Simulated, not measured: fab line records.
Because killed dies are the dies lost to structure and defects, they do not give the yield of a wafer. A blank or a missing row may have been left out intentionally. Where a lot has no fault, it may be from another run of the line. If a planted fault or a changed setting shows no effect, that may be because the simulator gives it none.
Which tool is to blame? :: flow sky130 :: 32 wafers from 11 lots sampled at 2 of the route's 708 steps

## WHAT THE GAUGES READ, wafer by wafer
SKY_SD_N_RS_MEAS_18: the measuring method here is four-point-probe.
lot: L466
measured: day 27 16:13
on: film-metro-04
RES_XHIGH_RS (ohm/sq): 333.8 332.4 332.6

lot: L467
measured: day 28 01:04
on: film-metro-03
RES_XHIGH_RS (ohm/sq): 336.6 335.3 334.3

lot: L468
measured: day 28 19:30
on: film-metro-03
RES_XHIGH_RS (ohm/sq): 333.9 334.9 335.7

lot: L471
measured: day 29 20:02
on: film-metro-03
RES_XHIGH_RS (ohm/sq): 333.9 333.5 333.2

lot: L472
measured: day 30 07:14
on: film-metro-04
RES_XHIGH_RS (ohm/sq): 334.5 334.6 333.5

lot: L474
measured: day 30 19:22
on: film-metro-02
RES_XHIGH_RS (ohm/sq): 333.6 331.9

lot: L478
measured: day 32 07:02
on: film-metro-02
RES_XHIGH_RS (ohm/sq): 332.1 331.4 332.3

lot: L483
measured: day 33 16:46
on: film-metro-02
RES_XHIGH_RS (ohm/sq): 332.6 333.6 333.0

lot: L485
measured: day 34 07:23
on: film-metro-04
RES_XHIGH_RS (ohm/sq): 335.1 332.9 334.2

lot: L487
measured: day 35 06:29
on: film-metro-03
RES_XHIGH_RS (ohm/sq): 335.1 333.9 334.5

lot: L489
measured: day 35 14:11
on: film-metro-04
RES_XHIGH_RS (ohm/sq): 332.2 332.8 333.2

## TOOL THAT RAN EACH LOT (tool first, then ch and the chambers of the sampled wafers, then the start)
lot: L466
SKY_RES_XHIGH_STRIP_08: plasma-asher-02 ch 0,1, day 26 09:16

lot: L467
SKY_RES_XHIGH_STRIP_08: plasma-asher-02 ch 0,1, day 26 19:02

lot: L468
SKY_RES_XHIGH_STRIP_08: plasma-asher-04 ch 0,1, day 27 13:37

lot: L471
SKY_RES_XHIGH_STRIP_08: plasma-asher-02 ch 0,1, day 28 14:59

lot: L472
SKY_RES_XHIGH_STRIP_08: plasma-asher-04 ch 0,1, day 29 01:58

lot: L474
SKY_RES_XHIGH_STRIP_08: plasma-asher-04 ch 0, day 29 14:22

lot: L478
SKY_RES_XHIGH_STRIP_08: plasma-asher-04 ch 0, day 31 02:07

lot: L483
SKY_RES_XHIGH_STRIP_08: plasma-asher-04 ch 0,1, day 32 13:25

lot: L485
SKY_RES_XHIGH_STRIP_08: plasma-asher-02 ch 0,1, day 33 04:40

lot: L487
SKY_RES_XHIGH_STRIP_08: plasma-asher-04 ch 0,1, day 34 02:58

lot: L489
SKY_RES_XHIGH_STRIP_08: plasma-asher-03 ch 0,1, day 34 10:37
- SKY_RES_XHIGH_STRIP_08: strips in O2/N2.

## THE ANSWER, worked out from the rows above alone
Rule: what is usual is taken from the lots themselves. The widest of any qualifying gaps counts: lots, ordered by their means at a reading, are off when they make up no more than a third of the lots, leave a main group of 4 or more, and stand apart from it by 3 or more times the standard deviation of that group's means. Not used: any main group whose means are identical at the precision the tables above print for the reading. Also off: a lot with no number at a reading for which 4 or more lots have one. Any other lot the step has rows for is counted as sound.
Across all readings shown, no lot is off: no conclusion can be drawn from this.

## WHAT THE SIMULATOR HAD PUT IN
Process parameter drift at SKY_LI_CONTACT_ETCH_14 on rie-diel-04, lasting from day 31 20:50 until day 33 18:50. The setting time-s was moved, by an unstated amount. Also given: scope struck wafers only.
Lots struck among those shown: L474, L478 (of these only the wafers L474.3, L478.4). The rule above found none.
